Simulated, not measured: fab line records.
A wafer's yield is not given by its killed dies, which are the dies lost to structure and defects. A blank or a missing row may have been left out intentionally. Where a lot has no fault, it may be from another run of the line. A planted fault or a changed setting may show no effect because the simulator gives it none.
fab line records | flow sky130
record: lots: 6 | wafers: 18 | lastDay: 49
route steps=708 shown DNWELL@35 PWDE@45 PAD_OPEN@708
lots that met no fault: taken from a fault-free run of the same line
startH: start of the lot's first displayed wafer, in hours after the record's first day | waitH: time in hours since the lot's previous step | " the same as in the row above | L1.1+2: a single row standing in for several wafers | - value missing, or start not given | * or withheld: withheld | < > ~ a bound
route shown NAME@n: NAME is a module with steps in the file, n the number in the route of the first one | usual: mean and standard deviation over wafers with no fault | same: alike in all rows | chamber/n: place in a boat | sites: per-site readings | _std_site: how widely they spread, as a standard deviation | _edge_site: the outer-site mean with the inner-site mean subtracted | radiusMm: for every site, how far away it sits from the centre of the wafer | mask NAME#n: copy n | behind: tool/chamber where the wafer was last shaped | hold: the reason the lot was held/the length of the hold in hours/how it ended | device: which transistor (n, p or np) failed to switch | end of line: the route-end tests of the same wafers | step lacking rows: just its recipe | killed: not the wafer's yield, but the dies lost to structure and defects at the first sort | map: a wafer's dies, marking killed ones x, the rest . and places with no die _
set.NAME: the setting as run; set.NAME@STEP: as run at that earlier step | model.NAME: the simulator's own value behind a step, which no gauge read
a table for each step, a row for each wafer; lots at some steps of the route
services: when a tool's chamber went out of use (startH, in hours from the record's first day, below 0 if earlier), for how many hours, and the reason
== steps ==
step: SKY_DNWELL_DEHYDRATE_00
recipe: tempC: 200 | timeS: 60
step: SKY_DNWELL_HMDS_01
recipe: primeTimeS: 60 | primeTempC: 120
step: SKY_DNWELL_COAT_02
recipe: spinRpm: 2000 | resistThkNm: 3000
step: SKY_DNWELL_SOFTBAKE_03
recipe: tempC: 110 | timeS: withheld
step: SKY_DNWELL_EXPOSE_04
recipe: maskId: DNM | na: 0.57 | targetCdNm: 3000 | doseMj: 222
step: SKY_DNWELL_PEB_05
recipe: tempC: 115 | timeS: withheld
step: SKY_DNWELL_DEVELOP_06
recipe: wallAngleDeg: 90 | developer: TMAH | developTimeS: 60 | devTempC: 23
step: SKY_DNWELL_IMPLANT_07
recipe: species: P | energyKev: withheld | doseCm2: withheld | tiltDeg: withheld
step: SKY_DNWELL_STRIP_08
recipe: chemistry: O2/N2 | powerW: 1400 | pressureMtorr: 1500 | platenTempC: withheld | o2FlowSccm: 3000 | n2FlowSccm: 300 | overashFraction: 0.5
usual: drypumpMotorCurrentA: 5.5/0.38 | oesProductAu: 0.723/0.0045 | stripTimeToEndpointS: 36.90/0.1
lot.wafer | tool           | chamber | startH | waitH | drypumpMotorCurrentA | oesProductAu | rfHoursCounterH | stripTimeToEndpointS
L864.3    | plasmaAsher-03 | 1       | 52.72  | 0.1   | 6.0                  | 0.729        | -               | 36.88
L864.5    | "              | 0       | "      | "     | 5.8                  | 0.710        | -               | 36.84
L864.6    | "              | 1       | "      | "     | 5.9                  | 0.727        | -               | 36.75
L869.2    | plasmaAsher-01 | 0       | 79.34  | 0.1   | 5.3                  | 0.726        | 40              | 36.76
L869.3    | "              | 1       | "      | "     | 5.8                  | 0.724        | -               | 36.70
L869.4    | "              | 0       | "      | "     | 5.3                  | 0.727        | -               | 36.78
L878.1    | plasmaAsher-01 | 0       | 135.24 | 0.1   | 5.3                  | 0.726        | 2               | 36.99
L878.3    | "              | 1       | "      | "     | 5.8                  | 0.725        | -               | 36.87
L878.4    | "              | 0       | "      | "     | 5.4                  | 0.718        | -               | 36.83
L880.2    | plasmaAsher-03 | 0       | 140.05 | 0.1   | 5.8                  | 0.717        | 46              | 36.81
L880.3    | "              | 0       | "      | "     | 5.8                  | 0.722        | -               | 36.89
L880.6    | "              | 1       | "      | "     | 6.0                  | 0.724        | -               | 36.73
L883.2    | plasmaAsher-03 | 0       | 158.20 | 0.1   | 5.8                  | 0.720        | 48              | 36.84
L883.3    | "              | 1       | "      | "     | 6.0                  | 0.720        | -               | 36.81
L883.4    | "              | 0       | "      | "     | 5.7                  | 0.720        | -               | 36.85
L885.1    | plasmaAsher-03 | 1       | 164.38 | 0.1   | 6.0                  | 0.728        | 48              | 36.87
L885.3    | "              | 1       | "      | "     | 6.0                  | 0.725        | -               | 36.90
L885.6    | "              | 1       | "      | "     | 6.0                  | 0.722        | -               | 36.98
step: SKY_DNWELL_TW_MEAS_09
usual: DNWELL_TW: 1115/8.4
lot.wafer | tool         | chamber | startH | waitH | DNWELL_TW
L864.3    | filmMetro-03 | -       | 52.81  | 0.1   | 1126
L864.5    | "            | -       | "      | "     | 1128
L864.6    | "            | -       | "      | "     | 1126
L869.2    | filmMetro-02 | -       | 79.45  | 0.1   | 1113
L869.3    | "            | -       | "      | "     | 1118
L869.4    | "            | -       | "      | "     | 1119
L878.1    | filmMetro-02 | -       | 135.34 | 0.1   | 1107
L878.3    | "            | -       | "      | "     | 1107
L878.4    | "            | -       | "      | "     | 1109
L880.2    | filmMetro-01 | -       | 140.16 | 0.1   | 1123
L880.3    | "            | -       | "      | "     | 1118
L880.6    | "            | -       | "      | "     | 1122
L883.2    | filmMetro-01 | -       | 158.31 | 0.1   | 1103
L883.3    | "            | -       | "      | "     | 1096
L883.4    | "            | -       | "      | "     | 1105
L885.1    | filmMetro-02 | -       | 164.48 | 0.1   | 1113
L885.3    | "            | -       | "      | "     | 1118
L885.6    | "            | -       | "      | "     | 1116
step: SKY_PWDE_DEHYDRATE_00
recipe: tempC: 200 | timeS: 60
step: SKY_PWDE_HMDS_01
recipe: primeTimeS: 60 | primeTempC: 120
step: SKY_PWDE_COAT_02
recipe: spinRpm: 2000 | resistThkNm: 3000
lot.wafer | tool          | chamber | startH | waitH | model.coat_of_PWDE_COAT_02.thkNm
L864.3    | lithoTrack-01 | 0       | 60.13  | 0.1   | 3000
L864.5    | "             | 0       | "      | "     | 2995
L864.6    | "             | 0       | "      | "     | 2991
L869.2+3  | lithoTrack-03 | 0       | 87.26  | 0.1   | 2997
L869.4    | "             | 0       | "      | "     | 3003
L878.1    | lithoTrack-01 | 0       | 144.83 | 0.1   | 1445
L878.3+4  | "             | 0       | "      | "     | 1449
L880.2+6  | lithoTrack-01 | 0       | 149.61 | 0.1   | 1444
L880.3    | "             | 0       | "      | "     | 1450
L883.2    | lithoTrack-03 | 0       | 167.61 | 0.1   | 3001
L883.3    | "             | 0       | "      | "     | 3007
L883.4    | "             | 0       | "      | "     | 3002
L885.1    | lithoTrack-04 | 0       | 173.51 | 0.1   | 2995
L885.3    | "             | 0       | "      | "     | 2993
L885.6    | "             | 0       | "      | "     | 3001
step: SKY_PWDE_SOFTBAKE_03
recipe: tempC: 110 | timeS: withheld
step: SKY_PWDE_EXPOSE_04
recipe: maskId: PWDEM | na: 0.6 | sourceShape: conventional | sigmaOuter: 0.6 | polarization: unpolarized | targetCdNm: 840 | doseMj: 214
step: SKY_PWDE_PEB_05
recipe: tempC: 115 | timeS: withheld
step: SKY_PWDE_DEVELOP_06
recipe: wallAngleDeg: 90 | developer: TMAH | developTimeS: 60 | devTempC: 23
same: developTimeS: 60
lot.wafer | tool          | chamber | startH | waitH | model.coat_of_PWDE_COAT_02.thkNm
L864.3    | lithoTrack-01 | 0       | -      | -     | 2996
L864.5    | "             | 0       | "      | "     | 2991
L864.6    | "             | 0       | "      | "     | 2986
L869.2+3  | lithoTrack-04 | 0       | -      | -     | 2993
L869.4    | "             | 0       | "      | "     | 2998
L878.1    | lithoTrack-04 | 0       | -      | -     | 1441
L878.3+4  | "             | 0       | "      | "     | 1445
L880.2+6  | lithoTrack-01 | 0       | -      | -     | 1440
L880.3    | "             | 0       | "      | "     | 1446
L883.2    | lithoTrack-01 | 0       | -      | -     | 2997
L883.3    | "             | 0       | "      | "     | 3003
L883.4    | "             | 0       | "      | "     | 2998
L885.1    | lithoTrack-03 | 0       | -      | -     | 2991
L885.3    | "             | 0       | "      | "     | 2988
L885.6    | "             | 0       | "      | "     | 2997
step: SKY_PWDE_OVL_MEAS_07
usual: PWDE_OVL: -1.3/1.4
lot.wafer | tool       | chamber | startH | waitH | PWDE_OVL[nm]
L864.3    | overlay-02 | -       | 68.60  | -     | -3.1
L864.5    | "          | -       | "      | "     | -4.3
L864.6    | "          | -       | "      | "     | -3.8
L869.2    | overlay-02 | -       | 95.56  | -     | -3.2
L869.3    | "          | -       | "      | "     | -1.2
L869.4    | "          | -       | "      | "     | -1.8
L878.1    | overlay-02 | -       | 155.11 | -     | -1.8
L878.3    | "          | -       | "      | "     | 0.6
L878.4    | "          | -       | "      | "     | -2.1
L880.2    | overlay-01 | -       | 159.49 | -     | -1.1
L880.3    | "          | -       | "      | "     | -0.8
L880.6    | "          | -       | "      | "     | -0.2
L883.2    | overlay-01 | -       | 177.69 | -     | -2.2
L883.3    | "          | -       | "      | "     | -2.0
L883.4    | "          | -       | "      | "     | -0.7
L885.1    | overlay-02 | -       | 183.84 | -     | -1.0
L885.3    | "          | -       | "      | "     | -1.5
L885.6    | "          | -       | "      | "     | -1.7
step: SKY_PWDE_IMPLANT_08
recipe: species: B | energyKev: 152.6 | doseCm2: 3.6e+12 | tiltDeg: withheld
step: SKY_PWDE_STRIP_09
recipe: chemistry: O2/N2 | powerW: 1400 | pressureMtorr: 1500 | platenTempC: withheld | o2FlowSccm: 3000 | n2FlowSccm: 300 | overashFraction: 0.5
usual: drypumpMotorCurrentA: 5.6/0.37 | oesProductAu: 0.723/0.0048 | stripTimeToEndpointS: 36.87/0.12
lot.wafer | tool           | chamber | startH | waitH | drypumpMotorCurrentA | oesProductAu | rfHoursCounterH | stripTimeToEndpointS
L864.3    | plasmaAsher-04 | 1       | 68.80  | 0.1   | 5.9                  | 0.718        | -               | 36.92
L864.5    | "              | 1       | "      | "     | 5.9                  | 0.727        | -               | 36.86
L864.6    | "              | 0       | "      | "     | 5.0                  | 0.722        | -               | 36.78
L869.2    | plasmaAsher-04 | 1       | 95.74  | 0.1   | 5.9                  | 0.717        | 27              | 36.89
L869.3    | "              | 0       | "      | "     | 5.0                  | 0.721        | -               | 36.87
L869.4    | "              | 1       | "      | "     | 5.9                  | 0.730        | -               | 36.95
L878.1    | plasmaAsher-01 | 0       | 155.29 | 0.1   | 5.4                  | 0.720        | 4               | 18.77
L878.3    | "              | 1       | "      | "     | 5.8                  | 0.708        | -               | 18.82
L878.4    | "              | 0       | "      | "     | 5.3                  | 0.712        | -               | 18.85
L880.2    | plasmaAsher-01 | 1       | 159.67 | 0.1   | 5.8                  | 0.713        | 4               | 18.76
L880.3    | "              | 0       | "      | "     | 5.3                  | 0.717        | -               | 18.86
L880.6    | "              | 1       | "      | "     | 5.8                  | 0.714        | -               | 18.78
L883.2    | plasmaAsher-01 | 0       | 177.87 | 0.1   | 5.3                  | 0.719        | 6               | 36.93
L883.3    | "              | 0       | "      | "     | 5.3                  | 0.724        | -               | 36.99
L883.4    | "              | 1       | "      | "     | 5.8                  | 0.722        | -               | 36.94
L885.1    | plasmaAsher-01 | 0       | 184.02 | 0.1   | 5.3                  | 0.723        | 6               | 36.85
L885.3    | "              | 0       | "      | "     | 5.4                  | 0.724        | -               | 36.81
L885.6    | "              | 0       | "      | "     | 5.4                  | 0.719        | -               | 36.92
step: SKY_PWDE_TW_MEAS_10
usual: PWDE_TW: 374.5/2.1
lot.wafer | tool         | chamber | startH | waitH | PWDE_TW
L864.3    | filmMetro-02 | -       | 68.89  | 0.1   | 374.4
L864.5    | "            | -       | "      | "     | 371.4
L864.6    | "            | -       | "      | "     | 373.8
L869.2    | filmMetro-03 | -       | 95.85  | 0.1   | 377.5
L869.3    | "            | -       | "      | "     | 378.6
L869.4    | "            | -       | "      | "     | 381.1
L878.1    | filmMetro-03 | -       | 155.39 | 0.1   | 376.9
L878.3    | "            | -       | "      | "     | 374.7
L878.4    | "            | -       | "      | "     | 375.7
L880.2    | filmMetro-03 | -       | 159.78 | 0.1   | 375.7
L880.3    | "            | -       | "      | "     | 373.5
L880.6    | "            | -       | "      | "     | 377.3
L883.2    | filmMetro-03 | -       | 177.98 | 0.1   | 374.1
L883.3    | "            | -       | "      | "     | 375.9
L883.4    | "            | -       | "      | "     | 377.2
L885.1    | filmMetro-02 | -       | 184.12 | 0.1   | 374.0
L885.3    | "            | -       | "      | "     | 372.5
L885.6    | "            | -       | "      | "     | 374.0
step: SKY_PAD_OPEN_PROBE_99
lot.wafer | tool      | chamber | startH  | waitH | model.etest.res_p_drift_20v.lineOhmUm | model.etest.res_p_drift_20v.widthNm
L864.3    | prober-01 | -       | 1074.96 | 0.6   | 1.118e+04                             | 829
L864.5    | prober-01 | -       | 1075.06 | 0.7   | 1.126e+04                             | 831
L864.6    | prober-01 | -       | 1075.11 | 0.7   | 1.17e+04                              | 826.4
L869.2    | prober-02 | -       | 1107.11 | 0.1   | 1.284e+04                             | 831.1
L869.3    | prober-02 | -       | 1107.16 | 0.2   | 1.174e+04                             | 833
L869.4    | prober-02 | -       | 1107.21 | 0.2   | 1.235e+04                             | 837.4
L878.1    | prober-01 | -       | 1168.70 | 0.1   | 9118                                  | 965.1
L878.3    | prober-01 | -       | 1168.80 | 0.2   | 9694                                  | 961.9
L878.4    | prober-01 | -       | 1168.85 | 0.2   | 9658                                  | 965.8
L880.2    | prober-02 | -       | 1173.92 | 0.1   | 9243                                  | 964.7
L880.3    | prober-02 | -       | 1173.97 | 0.2   | 9411                                  | 966.5
L880.6    | prober-02 | -       | 1174.12 | 0.2   | 9275                                  | 967.6
L883.2    | prober-01 | -       | 1177.94 | 0.1   | 1.029e+04                             | 841.9
L883.3    | prober-01 | -       | 1177.99 | 0.2   | 1.026e+04                             | 844.9
L883.4    | prober-01 | -       | 1178.04 | 0.2   | 1.067e+04                             | 837.8
L885.1    | prober-01 | -       | 1184.97 | 0.1   | 1.046e+04                             | 835.3
L885.3    | prober-01 | -       | 1185.07 | 0.2   | 1.118e+04                             | 831
L885.6    | prober-01 | -       | 1185.22 | 0.2   | 1.106e+04                             | 833.5
killed by level:class
L864.3 VIA1:geometricParticle:open=13 CONTACT:geometricParticle:open=9 METAL1:geometricParticle:short=7 CONTACT:geometricParticle:short=6 VIA1:geometricParticle:short=6 VIA2:geometricParticle:open=6 LI_CONTACT:geometricParticle:open=5 LOCAL_INTERCONNECT:geometricParticle:short=5
L864.5 VIA2:geometricParticle:open=8 VIA1:geometricParticle:open=7 CONTACT:geometricParticle:short=7 CONTACT:geometricParticle:open=7 FIELD_ISO:geometricParticle:short=6 VIA3:geometricParticle:open=5 METAL2:geometricParticle:short=4 LOCAL_INTERCONNECT:geometricParticle:short=4
L864.6 VIA3:geometricParticle:open=8 VIA1:geometricParticle:open=7 VIA2:geometricParticle:open=7 POLY_GATE:geometricParticle:open=6 LI_CONTACT:geometricParticle:open=4 LOCAL_INTERCONNECT:geometricParticle:short=4 CONTACT:geometricParticle:short=4 CONTACT:geometricParticle:open=4
L869.2 POLY_GATE:geometricParticle:short=7 VIA1:geometricParticle:open=7 CONTACT:geometricParticle:open=6 VIA2:geometricParticle:open=6 LOCAL_INTERCONNECT:geometricParticle:open=5 METAL2:geometricParticle:short=5 FIELD_ISO:geometricParticle:short=4 LI_CONTACT:geometricParticle:open=4
L869.3 METAL1:geometricParticle:short=10 CONTACT:geometricParticle:open=8 VIA1:geometricParticle:open=7 FIELD_ISO:geometricParticle:open=5 LI_CONTACT:geometricParticle:open=5 METAL2:geometricParticle:short=5 LOCAL_INTERCONNECT:geometricParticle:short=5 FIELD_ISO:geometricParticle:short=4
L869.4 VIA1:geometricParticle:open=10 VIA2:geometricParticle:open=10 CONTACT:geometricParticle:open=9 METAL1:geometricParticle:short=8 VIA3:geometricParticle:open=7 CONTACT:geometricParticle:short=6 FIELD_ISO:geometricParticle:open=4 POLY_GATE:geometricParticle:open=4
L883.2 VIA1:geometricParticle:open=10 CONTACT:geometricParticle:open=9 METAL1:geometricParticle:short=8 LI_CONTACT:geometricParticle:open=7 VIA3:geometricParticle:open=7 VIA3:geometricParticle:short=5 VIA2:geometricParticle:open=5 FIELD_ISO:geometricParticle:short=4
L883.3 VIA1:geometricParticle:open=12 METAL1:geometricParticle:short=11 LI_CONTACT:geometricParticle:open=9 CONTACT:geometricParticle:open=6 LOCAL_INTERCONNECT:geometricParticle:short=5 VIA2:geometricParticle:open=5 METAL3:geometricParticle:short=5 VIA3:geometricParticle:open=4
L883.4 CONTACT:geometricParticle:open=11 VIA1:geometricParticle:open=6 VIA2:geometricParticle:open=6 FIELD_ISO:geometricParticle:short=5 LI_CONTACT:geometricParticle:open=5 CONTACT:geometricParticle:short=5 POLY_GATE:geometricParticle:short=4 METAL1:geometricParticle:short=4
L885.1 VIA1:geometricParticle:open=11 POLY_GATE:geometricParticle:short=8 CONTACT:geometricParticle:short=8 LI_CONTACT:geometricParticle:open=7 VIA3:geometricParticle:open=7 VIA1:geometricParticle:short=6 METAL2:geometricParticle:short=6 VIA2:geometricParticle:open=6
L885.3 VIA1:geometricParticle:open=16 VIA2:geometricParticle:open=9 LI_CONTACT:geometricParticle:short=5 CONTACT:geometricParticle:open=5 VIA2:geometricParticle:short=5 VIA3:geometricParticle:open=5 CONTACT:geometricParticle:short=4 VIA1:geometricParticle:short=4
L885.6 VIA3:geometricParticle:open=11 CONTACT:geometricParticle:open=10 VIA1:geometricParticle:open=10 VIA2:geometricParticle:open=9 LI_CONTACT:geometricParticle:open=8 METAL1:geometricParticle:short=7 LOCAL_INTERCONNECT:geometricParticle:short=5 VIA1:geometricParticle:short=5
== services ==
tool           | chamber | startH | hours | kind
plasmaAsher-04 | -       | 65.84  | 2.8   | pm
plasmaAsher-01 | -       | 108.75 | 9.0   | pm
plasmaAsher-01 | 0       | 108.75 | 9.0   | ventCycle
plasmaAsher-01 | 1       | 108.75 | 9.0   | ventCycle
plasmaAsher-01 | 0       | 117.75 | -     | clean
plasmaAsher-01 | 1       | 117.75 | -     | clean
== key ==
firstSign: step: SKY_PWDE_STRIP_09 | reading: stripTimeToEndpointS | direction: down | sigmas: 99+ | usual: * | struck: *
effect none on later readings
modelEffect: step: SKY_PWDE_COAT_02 | value: coat_of_PWDE_COAT_02.thkNm | without: 3012 | struck: 1447
modelEffect: step: SKY_PWDE_DEVELOP_06 | value: coat_of_PWDE_COAT_02.thkNm | without: 3008 | struck: 1443
modelEffect: step: SKY_PAD_OPEN_PROBE_99 | value: etest.res_p_drift_20v.lineOhmUm | without: 1.082e+04 | struck: 9400
metAt SKY_PWDE_COAT_02
struckWafers L878.1,L878.3,L878.4,L880.2,L880.3,L880.6
sortLeftOut L878.1,L878.3,L878.4,L880.2,L880.3,L880.6
testerLeftOut L878,L880
onsetBetween 60.13 144.83
fault: kind: processParameterDrift | tool: lithoTrack-01 | chamber: - | onsetH: 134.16 | steps: SKY_PWDE_COAT_02 | channel: resistThkNm | offset: -1559 | shape: step | endH: 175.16 | actsIn: theseRecipesOnly | stated: 3000
testerLeftOut: of these lots the tester's yield and bins aren't shown, on N5 and GAA mostly nor the transistor test; their killed dies are dies lost to structure and defects alone, not to doping, threshold or leakage, so they don't give the yield
sortLeftOut: the simulated sort isn't trusted on such a fault, so these wafers' sort isn't shown, and their yield isn't known
